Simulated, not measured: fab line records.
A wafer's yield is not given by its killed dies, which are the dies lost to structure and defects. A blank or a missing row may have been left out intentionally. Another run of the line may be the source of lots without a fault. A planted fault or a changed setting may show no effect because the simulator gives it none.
Problem report in the 8D (eight disciplines) form, filled by code + flow sky130 + the parts of the form that need people (team, actions taken, sign-off) are left out

== 1. THE ISSUE ==
dose-ions-cm2 at SKY_LDD_N_IMPLANT_12 reads a mean of 7.182e+12 on 6 wafers of 2 lots; wafers without a fault read 4.999e+12 with a standard deviation of 5.4e+09. So: +99 or more standard deviations from the usual mean.
Earliest sighting: wafer L246.2 on implanter-03 at day 23 18:01. The record holds 18 wafers of 6 lots with a number at this step. Rule for "out" (also "out of limits"): further than 4 standard deviations from the usual mean. All remaining wafers that have a number are taken as sound.

== 2. WHAT IT IS, WHAT IT ISN'T ==
| question                    | is                                | is not                                                                   |
|-----------------------------|-----------------------------------|--------------------------------------------------------------------------|
| which readings at this step | dose-ions-cm2, faraday-current-uA | -                                                                        |
| which lots                  | L246, L247                        | L234, L235, L250, L251                                                   |
| which wafers of those lots  | all that have a number            | -                                                                        |
| read on which tools         | implanter-03                      | implanter-01, implanter-04                                               |
| when                        | from day 23 18:01                 | up to then (6 sound wafers); but 6 sound wafers of L250, L251 came after |

== 3. SUSPECTS, AND WHAT RULES EACH OUT ==
Counting: a tool stays on the suspect list if, at a process step up to the reading, it processed all lots that are out and no sound lot following the first of them.
- implanter-03 at SKY_LDD_N_IMPLANT_12: kept. All lots that are out passed through it, beginning with L246 at day 23 18:01, and no sound lot followed; its final sound lot before that point was L234 at day 19 09:09. Its own readings are out on those wafers: dose-ions-cm2, faraday-current-uA.
Left after counting: implanter-03 at SKY_LDD_N_IMPLANT_12.

== 4. THE CAUSE (what the simulator had put in) ==
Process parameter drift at SKY_LDD_N_IMPLANT_12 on implanter-03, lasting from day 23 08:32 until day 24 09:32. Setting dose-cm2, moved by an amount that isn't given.
The count eliminated every tool but this one.

== 5. THE EFFECT CHAIN, in route order ==
Each row: a reading whose mean over the struck wafers that have a number lies more than 3 standard deviations from the usual. Only readings for which the record gives a usual standard deviation are gone through. hours: the time from each lot's start at the first step in this table that gives one to its start at this step, as a median over the lots. sigmas: the change in usual standard deviations.
| hours | step                 | reading            | usual     | on struck wafers | change     | sigmas      |
|-------|----------------------|--------------------|-----------|------------------|------------|-------------|
| 0     | SKY_LDD_N_IMPLANT_12 | dose-ions-cm2      | 4.999e+12 | 7.182e+12        | +2.182e+12 | +99 or more |
| 0     | SKY_LDD_N_IMPLANT_12 | faraday-current-uA | 28.2      | 41.2             | +13.0      | +24         |
It contains these process steps:
- SKY_LDD_N_IMPLANT_12

== 6. WHAT WOULD HAVE CAUGHT IT SOONER ==
In this record no reading fell out of limits until day 23 18:01, 9 hours after the fault had begun at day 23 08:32.
